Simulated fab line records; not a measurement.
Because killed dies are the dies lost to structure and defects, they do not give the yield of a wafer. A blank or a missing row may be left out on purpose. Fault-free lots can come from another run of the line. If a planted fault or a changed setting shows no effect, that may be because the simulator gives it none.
The tool behind it: which one? -- flow gf180mcu -- 13 lots with 39 wafers sampled at 6 steps, on a route of 602 steps

## WHAT THE GAUGES SHOWED, per wafer
GF_LVPWELL_TW_MEAS_11.
lot,measured,on,LVPWELL_TW
L401,day 4 00:00,film-metro-02,555 557 556
L402,day 4 02:41,film-metro-03,563 562 563
L404,day 4 13:11,film-metro-02,561 560 558
L407,day 5 06:21,film-metro-04,565 564 564
L408,day 5 14:08,film-metro-03,560 563 558
L409,day 5 19:05,film-metro-02,558 556 556
L412,day 6 13:39,film-metro-03,557 560 558
L415,day 7 06:24,film-metro-04,573 568 569
L419,day 8 03:47,film-metro-03,559 561 563
L420,day 8 10:14,film-metro-02,557 555 552
L421,day 8 15:39,film-metro-02,552 555 555
L422,day 8 21:16,film-metro-02,555 557 557
L424,day 9 07:39,film-metro-03,561 560 559

GF_DUAL_GATE_OVL_MEAS_11.
lot,measured,on,DUAL_GATE_OVL (nm)
L401,day 8 12:38,overlay-01,2.6 1.7 0.9
L402,day 8 18:11,overlay-02,1.9 -0.9 1.2
L404,day 9 03:13,overlay-02,-1.3 0.4 0.5
L407,day 10 00:19,overlay-02,1.7 -0.2 -2.0
L408,day 10 10:59,overlay-02,-1.0 1.9 1.8
L409,day 10 15:59,overlay-01,0.3 0.3 -2.0
L412,day 11 18:13,overlay-01,-2.3 -1.8 -1.9
L415,day 12 14:31,overlay-01,-0.8 -0.9 -2.2
L419,day 13 15:04,overlay-02,-1.1 -0.5 -0.5
L420,day 13 22:22,overlay-02,-1.3 -1.6 -0.4
L421,day 14 07:40,overlay-01,0.1 -1.1 -1.4
L422,day 14 11:38,overlay-02,0.0 -0.3 -1.5
L424,day 15 01:52,overlay-02,1.0 1.2 1.2

GF_POLY_GATE_THK_MEAS_17.
lot,measured,on,POLY_GATE_OXIDATION_THK (nm)
L401,day 9 12:05,film-metro-02,3.92 3.98 4.00
L402,day 9 16:11,film-metro-04,3.97 3.82 3.83
L404,day 10 02:35,film-metro-01,3.94 3.93 3.94
L407,day 11 00:47,film-metro-01,4.07 4.08 4.04
L408,day 11 10:13,film-metro-02,3.99 4.02 3.97
L409,day 11 14:38,film-metro-01,3.91 4.02 3.95
L412,day 12 20:00,film-metro-02,4.00 3.91 4.03
L415,day 13 17:05,film-metro-02,3.99 3.99 3.99
L419,day 14 18:37,film-metro-01,4.04 3.99 3.99
L420,day 15 02:00,film-metro-02,3.99 3.97 3.98
L421,day 15 13:52,film-metro-01,4.05 4.01 4.10
L422,day 15 13:52,film-metro-04,4.16 4.12 4.11
L424,day 16 04:13,film-metro-02,4.03 4.00 4.10

GF_HV_LDD_TW_MEAS_11.
lot,measured,on,HV_LDD_TW
L401,day 10 05:44,film-metro-02,2377 2395 2392
L402,day 10 10:09,film-metro-02,2394 2392 2398
L404,day 10 20:46,film-metro-02,2399 2406 2399
L407,day 11 19:38,film-metro-04,1238 1244 1225
L408,day 12 05:39,film-metro-02,2389 2383 2388
L409,day 12 10:19,film-metro-04,1243 1246 1251
L412,day 13 16:37,film-metro-04,2431 2459 2444
L415,day 14 14:11,film-metro-04,2426 2420 2426
L419,day 15 17:05,film-metro-03,2396 2412 2400
L420,day 15 23:51,film-metro-03,2405 2401 2410
L421,day 16 11:43,film-metro-04,2434 2445 2442
L422,day 16 11:45,film-metro-03,2392 2407 2421
L424,day 17 02:51,film-metro-02,2377 2379 2388

GF_HV_LDD_RS_MEAS_53: uses a four-point probe to measure.
lot,measured,on,HV_LDD_RS (ohm/sq)
L401,day 12 15:43,film-metro-04,420.1 418.7 418.9
L402,day 12 19:28,film-metro-03,418.3 417.9 417.9
L404,day 13 08:40,film-metro-04,417.9 417.8 418.7
L407,day 14 08:26,film-metro-03,756.3 756.9 762.1
L408,day 14 19:22,film-metro-03,417.6 418.1 417.2
L409,day 14 23:50,film-metro-02,753.9 754.2 753.7
L412,day 16 09:13,film-metro-04,416.4 416.5 417.2
L415,day 17 09:49,film-metro-04,418.0 418.0 419.5
L419,day 18 14:39,film-metro-03,418.6 418.3 417.0
L420,day 18 22:20,film-metro-04,418.1 418.3 419.2
L421,day 19 11:05,film-metro-04,417.5 418.3 418.8
L422,day 19 12:01,film-metro-02,419.0 419.5 418.6
L424,day 20 03:14,film-metro-02,416.8 418.7 418.3

## TOOL THAT RAN EACH LOT (tool first, then ch and the chambers of the sampled wafers, then the start)
lot,GF_HV_LDD_IMPLANT_09
L401,"implanter-01 ch 0, day 10 05:29"
L402,"implanter-03 ch 0, day 10 09:55"
L404,"implanter-04 ch 0, day 10 20:31"
L407,"implanter-01 ch 0, day 11 19:24"
L408,"implanter-03 ch 0, day 12 05:25"
L409,"implanter-01 ch 0, day 12 10:04"
L412,"implanter-04 ch 0, day 13 16:23"
L415,"implanter-04 ch 0, day 14 13:56"
L419,"implanter-01 ch 0, day 15 16:50"
L420,"implanter-01 ch 0, day 15 23:39"
L421,"implanter-01 ch 0, day 16 11:28"
L422,"implanter-04 ch 0, day 16 11:31"
L424,"implanter-04 ch 0, day 17 02:37"
- GF_HV_LDD_IMPLANT_09

## WHAT THE TOOLS THEMSELVES READ (means of the sampled wafers that have a number; where no wafer has one, the mark that the record gives instead)
GF_HV_LDD_IMPLANT_09.
lot,tool,dose-ions-cm2,faraday-current-uA
L401,implanter-01,1e+14,571
L402,implanter-03,1e+14,566
L404,implanter-04,1e+14,572
L407,implanter-01,1e+13,62
L408,implanter-03,1e+14,572
L409,implanter-01,1e+13,62
L412,implanter-04,1e+14,573
L415,implanter-04,1e+14,571
L419,implanter-01,1e+14,575
L420,implanter-01,1e+14,572
L421,implanter-01,1e+14,564
L422,implanter-04,1e+14,560
L424,implanter-04,1e+14,565

## THE ANSWER, worked out from the rows above alone
Rule: usual is defined by the lots themselves. Put in order of their means at a reading, lots are off if they are a third of the lots or fewer, leave a main group of 4 or more, and stand apart from it by a gap of 3 or more times the standard deviation of the main group's means; of several such gaps the widest counts. A main group is skipped when, at the precision printed for the reading in the tables above, its means are all equal. Also off: a lot with no number at a reading for which 4 or more lots have one. Any other lot the step has rows for is counted as sound. First the gauges in route order, then the tools' own readings, where a lot's mean is used as printed above. At the first step where some lot is off, the reading lying furthest off is the one used; lots without a number count as furthest.
Off: at GF_HV_LDD_TW_MEAS_11 (HV_LDD_TW), L407, L409. For the main group the mean is 2407 and the standard deviation 20.
A tool fits if, at a process step before that reading, it ran every lot that is off, and no sound lot after the first of them. The gauges at GF_HV_LDD_TW_MEAS_11 aren't tried: what is off there is off at GF_HV_LDD_RS_MEAS_53 too, on other tools, and a gauge's error can't cause that. None of those tried fits.

## WHAT THE SIMULATOR HAD PUT IN
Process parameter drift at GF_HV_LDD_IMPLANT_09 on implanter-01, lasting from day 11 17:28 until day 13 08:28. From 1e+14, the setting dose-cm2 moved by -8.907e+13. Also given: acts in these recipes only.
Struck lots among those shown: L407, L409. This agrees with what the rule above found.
